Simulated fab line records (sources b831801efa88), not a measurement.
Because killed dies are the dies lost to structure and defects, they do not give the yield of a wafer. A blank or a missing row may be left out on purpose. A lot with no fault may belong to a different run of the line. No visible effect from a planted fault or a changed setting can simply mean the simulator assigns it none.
Which tool did it? + flow sfq-line + 42 wafers from 14 lots sampled at 2 of the route's 325 steps

## WHAT EACH GAUGE READ, for each wafer
SFQ_M0_RS_MEAS_904: measurement is done with a four-point probe.
| lot  | measured     | on            | M0_NB_RS (ohm/sq) |
|------|--------------|---------------|-------------------|
| L545 | day 7 09:15  | film-metro-01 | 0.904 0.906 0.896 |
| L546 | day 7 17:37  | film-metro-03 | 0.894 0.887 0.877 |
| L547 | day 8 02:00  | film-metro-02 | 0.889 0.894 0.895 |
| L548 | day 8 09:58  | film-metro-03 | 0.876 0.876 0.875 |
| L549 | day 8 17:12  | film-metro-02 | 0.889 0.887 0.889 |
| L555 | day 10 05:37 | film-metro-01 | 0.885 0.890 0.885 |
| L557 | day 10 16:25 | film-metro-01 | 0.883 0.890 0.881 |
| L558 | day 11 00:48 | film-metro-01 | 0.719 0.722 0.718 |
| L559 | day 11 05:11 | film-metro-03 | 0.726 0.728 0.728 |
| L560 | day 11 10:31 | film-metro-03 | 0.883 0.896 0.898 |
| L561 | day 11 15:55 | film-metro-02 | 0.883 0.898 0.906 |
| L562 | day 11 18:57 | film-metro-02 | 0.908 0.891 0.899 |
| L566 | day 12 21:57 | film-metro-02 | 0.897 0.881 0.893 |
| L568 | day 13 12:56 | film-metro-01 | 0.915 0.895 0.894 |

## WHICH TOOL RAN EACH LOT (tool, then ch and the chambers of the sampled wafers, then the start)
| lot  | SFQ_TRILAYER_M0_DEP_SPUTTER_019 |
|------|---------------------------------|
| L545 | pvd-sputter-05, day 7 09:10     |
| L546 | pvd-sputter-03, day 7 17:31     |
| L547 | pvd-sputter-05, day 8 01:55     |
| L548 | pvd-sputter-04, day 8 09:50     |
| L549 | pvd-sputter-05, day 8 17:03     |
| L555 | pvd-sputter-03, day 10 05:31    |
| L557 | pvd-sputter-04, day 10 16:17    |
| L558 | pvd-sputter-04, day 11 00:41    |
| L559 | pvd-sputter-04, day 11 05:02    |
| L560 | pvd-sputter-05, day 11 10:26    |
| L561 | pvd-sputter-03, day 11 15:50    |
| L562 | pvd-sputter-03, day 11 18:50    |
| L566 | pvd-sputter-05, day 12 21:50    |
| L568 | pvd-sputter-03, day 13 12:50    |
- SFQ_TRILAYER_M0_DEP_SPUTTER_019: material Nb, target thk 200 nm, time 133.3 s.

## AS READ BY THE TOOLS THEMSELVES (means over the sampled wafers that have a number; for cases with no such wafer, the mark the record gives instead)
SFQ_TRILAYER_M0_DEP_SPUTTER_019.
| lot  | tool           | cathode-dc-power-W (W) | throttle-valve-pct (%) |
|------|----------------|------------------------|------------------------|
| L545 | pvd-sputter-05 | 1999.9                 | 29.8                   |
| L546 | pvd-sputter-03 | 2000.1                 | 30.9                   |
| L547 | pvd-sputter-05 | 1999.8                 | 30.1                   |
| L548 | pvd-sputter-04 | 1999.6                 | 30.9                   |
| L549 | pvd-sputter-05 | 1999.8                 | 30.5                   |
| L555 | pvd-sputter-03 | 1999.8                 | 29.5                   |
| L557 | pvd-sputter-04 | 2000.1                 | 29.2                   |
| L558 | pvd-sputter-04 | 2468.0                 | 30.7                   |
| L559 | pvd-sputter-04 | 2468.2                 | 30.8                   |
| L560 | pvd-sputter-05 | 1999.9                 | 30.1                   |
| L561 | pvd-sputter-03 | 1999.9                 | 30.3                   |
| L562 | pvd-sputter-03 | 1999.9                 | 30.3                   |
| L566 | pvd-sputter-05 | 1999.8                 | 30.3                   |
| L568 | pvd-sputter-03 | 2000.1                 | 30.3                   |

## THE ANSWER, worked out from the rows above alone
Rule: usual is defined by the lots themselves. Put in order of their means at a reading, lots are off if they are a third of the lots or fewer, leave a main group of 4 or more, and stand apart from it by a gap of 3 or more times the standard deviation of the main group's means; of several such gaps the widest counts. A main group whose means are all the same, to the digits that the tables above print for the reading, isn't used. Also off: a lot with no number at a reading for which 4 or more lots have one. Where the step has rows for the other lots, those lots are counted as sound. After the gauges, taken in route order, come the tools' own readings; for these a lot's mean is taken, as printed above. The first step at which some lot is off is used, and at that step the reading that is off furthest; a lot without a number counts as furthest.
Off: at SFQ_M0_RS_MEAS_904 (M0_NB_RS), L558, L559. The main group: mean 0.891 ohm/sq, standard deviation 0.0074.
If a tool, at a process step before that reading, ran all the lots that are off and no sound lot after the first of them, it fits. The gauges at SFQ_M0_RS_MEAS_904 aren't tried: what is off there is off at SFQ_TRILAYER_M0_DEP_SPUTTER_019 too, on other tools, and a gauge's error can't cause that. One fits: pvd-sputter-04 at SFQ_TRILAYER_M0_DEP_SPUTTER_019. Its last sound lot is L557 (day 10 16:17), its first lot that is off L558 (day 11 00:41): a fault that began between those two fits.
On the lots that are off, the tool's own readings at SFQ_TRILAYER_M0_DEP_SPUTTER_019 differ by more than 5 times the standard deviation of the sound lots' means, which bears it out; cathode-dc-power-W reads 2468.1 W there versus 1999.9 W on the sound lots.

## WHAT THE SIMULATOR HAD PUT IN
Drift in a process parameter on pvd-sputter-04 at SFQ_TRILAYER_M0_DEP_SPUTTER_019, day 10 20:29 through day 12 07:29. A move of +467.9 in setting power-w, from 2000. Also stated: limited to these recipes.
Struck lots among those shown: L558, L559. Same finding as the rule above.
